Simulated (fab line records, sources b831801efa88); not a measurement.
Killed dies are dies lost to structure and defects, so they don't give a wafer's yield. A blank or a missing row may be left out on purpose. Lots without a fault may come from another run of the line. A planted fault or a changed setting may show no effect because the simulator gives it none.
One fault seen from 2 desks | flow gf180mcu | each desk has only its own numbers; what lay behind them comes last

THE METROLOGY DESK
What the gauges read, lot by lot, whatever tool the lot ran on: means of the sampled wafers that have a number. A lot is out of limits, marked OUT, if its mean lies more than 4 standard deviations from the usual mean; the brackets give that distance.
Columns: A = cd_nm at GF_HV_LDD_CD_MEAS_46, usual 400.0 nm; B = V3_CVD_00_THK at GF_V3_THK_MEAS_01, usual 601 nm
lot  | first seen here | A     | B
L436 | day 12 09:53    | 399.5 | 610
L437 | day 12 19:07    | 403.3 | 597
L439 | day 13 11:01    | 400.4 | 605
L442 | day 14 06:01    | 396.5 | 601
L448 | day 16 08:53    | 398.9 | 600
L449 | day 16 16:38    | 399.8 | 696 (+17) OUT
L450 | day 17 02:21    | 399.7 | 701 (+18) OUT
L451 | day 17 08:01    | 405.4 | 800 (+36) OUT
L454 | day 18 06:55    | 399.5 | 602
L455 | day 18 18:09    | 402.4 | 595
L456 | day 18 22:19    | 400.8 | 599
L458 | day 19 17:14    | 395.0 | 600
L459 | day 20 07:41    | 402.3 | 603
This desk's finding: out of limits on L449, L450, L451; first on L449, day 25 23:55 (V3_CVD_00_THK at GF_V3_THK_MEAS_01). In limits: L436, L437, L439, L442, L448, L454, L455, L456, L458, L459.

THE TOOL OWNER'S DESK: hdpcvd-01
The tool's own readings at GF_V3_CVD_00 (deposits SiO2, target thk 600 nm, time 100 s): means of the sampled wafers that have a number, for each lot that ran on this tool. A lot is out of limits, marked OUT, if its mean lies more than 4 standard deviations from the usual mean; the brackets give that distance.
Columns: A = sih4_flow_sccm at GF_V3_CVD_00, usual 60.01 sccm
lot  | first seen here | A
L437 | day 21 19:37    | 60.04
L448 | day 25 15:37    | 59.86
L449 | day 25 23:50    | 70.17 (+60) OUT
L450 | day 26 09:41    | 70.05 (+59) OUT
L451 | day 26 12:41    | 80.16 (+99 or more) OUT
This desk's finding: out of limits on L449, L450, L451; first on L449, day 25 23:50 (sih4_flow_sccm at GF_V3_CVD_00). In limits: L437, L448.

PUT TOGETHER
The tool owner's desk could have raised an alarm at day 25 23:50, on L449, L450, L451.
The metrology desk could have raised an alarm at day 25 23:55, on L449, L450, L451.
Of the lots named, all ran GF_V3_CVD_00 on hdpcvd-01.

WHAT THE SIMULATOR HAD PUT IN
Process parameter drift: hdpcvd-01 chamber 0, from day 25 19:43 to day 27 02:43, at GF_V3_CVD_00. Setting sih4_flow_sccm, moved by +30, from 60. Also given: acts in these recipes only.
Lots struck among those shown: L449, L450, L451.
Hours from the fault's start to each desk's first reading out of limits: the tool owner's desk, 4; the metrology desk, 4.
